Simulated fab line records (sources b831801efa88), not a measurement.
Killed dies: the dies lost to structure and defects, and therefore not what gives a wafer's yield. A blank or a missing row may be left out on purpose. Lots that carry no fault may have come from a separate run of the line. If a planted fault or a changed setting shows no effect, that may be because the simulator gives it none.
Which tool was responsible?    flow sfq-line    Sampling: 13 lots, 39 wafers, 3 of 325 route steps

WHAT EACH GAUGE READ, for each wafer
SFQ_M4_OVL_MEAS_926. Usual: M4_OVL 1 nm, standard deviation 6.8.
lot   measured      on          M4_OVL (nm)  flag
L932  day 56 16:49  overlay-02  8 -6 1       
L934  day 57 06:01  overlay-01  -2 5 1       
L935  day 57 21:37  overlay-02  -7 -3 -9     
L937  day 58 08:25  overlay-01  3 1 -6       
L938  day 58 13:13  overlay-02  18 9 8       
L939  day 58 22:49  overlay-01  -8 -6 1      
L940  day 59 12:02  overlay-01  4 -1 12      
L941  day 59 23:00  overlay-01  0 0 3        
L942  day 60 03:48  overlay-01  3 11 8       
L943  day 60 14:11  overlay-01  5 0 -2       
L946  day 61 12:59  overlay-02  1 6 4        
L953  day 63 04:35  overlay-01  1 7 9        
L954  day 63 15:23  overlay-02  -12 -8 -1    

TOOL THAT RAN EACH LOT (tool first, then ch and the chambers of the sampled wafers, then the start)
lot   SFQ_TRILAYER_M3_STRIP_STRIP_079    SFQ_TRILAYER_I3_VIA_STRIP_STRIP_089
L932  rie-metal-03 ch 0,1, day 45 01:45  rie-metal-02 ch 0, day 51 02:17
L934  rie-metal-04 ch 0,1, day 45 11:21  rie-metal-03 ch 0,1, day 51 16:41
L935  rie-metal-03 ch 0,1, day 46 11:28  rie-metal-02 ch 1, day 52 15:29
L937  rie-metal-04 ch 0,1, day 47 01:52  rie-metal-03 ch 0,1, day 53 02:43
L938  rie-metal-04 ch 0,1, day 47 11:28  rie-metal-03 ch 0,1, day 53 09:55
L939  rie-metal-04 ch 0,1, day 47 19:52  rie-metal-04 ch 0, day 53 20:43
L940  rie-metal-04 ch 0,1, day 48 04:28  rie-metal-02 ch 0,1, day 54 05:19
L941  rie-metal-04 ch 0,1, day 48 21:04  rie-metal-04 ch 0,1, day 54 20:09
L942  rie-metal-04 ch 0,1, day 49 03:12  rie-metal-04 ch 0,1, day 54 23:45
L943  rie-metal-01 ch 0, day 49 19:08    rie-metal-03 ch 0,1, day 55 11:45
L946  rie-metal-04 ch 0,1, day 50 20:20  rie-metal-04 ch 1, day 56 15:49
L953  rie-metal-04 ch 0,1, day 52 15:37  rie-metal-04 ch 0,1, day 58 05:05
L954  rie-metal-04 ch 0,1, day 53 12:09  rie-metal-03 ch 0,1, day 58 19:25
- SFQ_TRILAYER_M3_STRIP_STRIP_079: strips in O2.
- SFQ_TRILAYER_I3_VIA_STRIP_STRIP_089: strips in O2.

WHAT THE TOOLS THEMSELVES READ (means of the sampled wafers that have a number; where no wafer has one, the mark that the record gives instead)
SFQ_TRILAYER_M3_STRIP_STRIP_079. Usual: drypump-motor-current-A 5.50 A, standard deviation 0.26; oes-product-au 0.995 a.u., standard deviation 0.012.
lot   tool          drypump-motor-current-A (A)  oes-product-au (a.u.)  flag
L932  rie-metal-03  5.41                         0.995                  
L934  rie-metal-04  5.45                         0.998                  
L935  rie-metal-03  5.42                         0.992                  
L937  rie-metal-04  5.46                         0.985                  
L938  rie-metal-04  5.42                         1.001                  
L939  rie-metal-04  5.45                         0.993                  
L940  rie-metal-04  5.46                         0.984                  
L941  rie-metal-04  5.43                         0.995                  
L942  rie-metal-04  5.44                         0.990                  
L943  rie-metal-01  5.28                         0.976                  
L946  rie-metal-04  5.46                         0.987                  
L953  rie-metal-04  5.43                         0.999                  
L954  rie-metal-04  5.42                         1.001                  

SFQ_TRILAYER_I3_VIA_STRIP_STRIP_089. Usual: drypump-motor-current-A 5.6 A, standard deviation 0.36; oes-product-au 1.002 a.u., standard deviation 0.014.
lot   tool          drypump-motor-current-A (A)  oes-product-au (a.u.)  flag
L932  rie-metal-02  5.6                          1.003                  
L934  rie-metal-03  5.4                          1.000                  
L935  rie-metal-02  6.3                          1.011                  
L937  rie-metal-03  5.7                          1.004                  
L938  rie-metal-03  5.4                          0.997                  
L939  rie-metal-04  5.4                          1.014                  
L940  rie-metal-02  5.8                          1.000                  
L941  rie-metal-04  5.5                          0.990                  
L942  rie-metal-04  5.4                          1.001                  
L943  rie-metal-03  5.4                          0.997                  
L946  rie-metal-04  5.5                          0.991                  
L953  rie-metal-04  5.5                          0.993                  
L954  rie-metal-03  5.6                          1.009                  

THE ANSWER, worked out from the rows above alone
Rule: lot off if the mean of its wafers having a number is beyond 3 standard deviations from the usual mean. A lot without any number at a reading at which 4 lots or more have one is off too. The other lots that the step has rows for count as sound. After the gauges, taken in route order, come the tools' own readings; for these a lot's mean is taken, as printed above. The first step at which some lot is off is used, and at that step the reading that is off furthest; a lot without a number counts as furthest.
No lot is off on any of the readings shown, so nothing can be concluded from this.

WHAT THE SIMULATOR HAD INSERTED
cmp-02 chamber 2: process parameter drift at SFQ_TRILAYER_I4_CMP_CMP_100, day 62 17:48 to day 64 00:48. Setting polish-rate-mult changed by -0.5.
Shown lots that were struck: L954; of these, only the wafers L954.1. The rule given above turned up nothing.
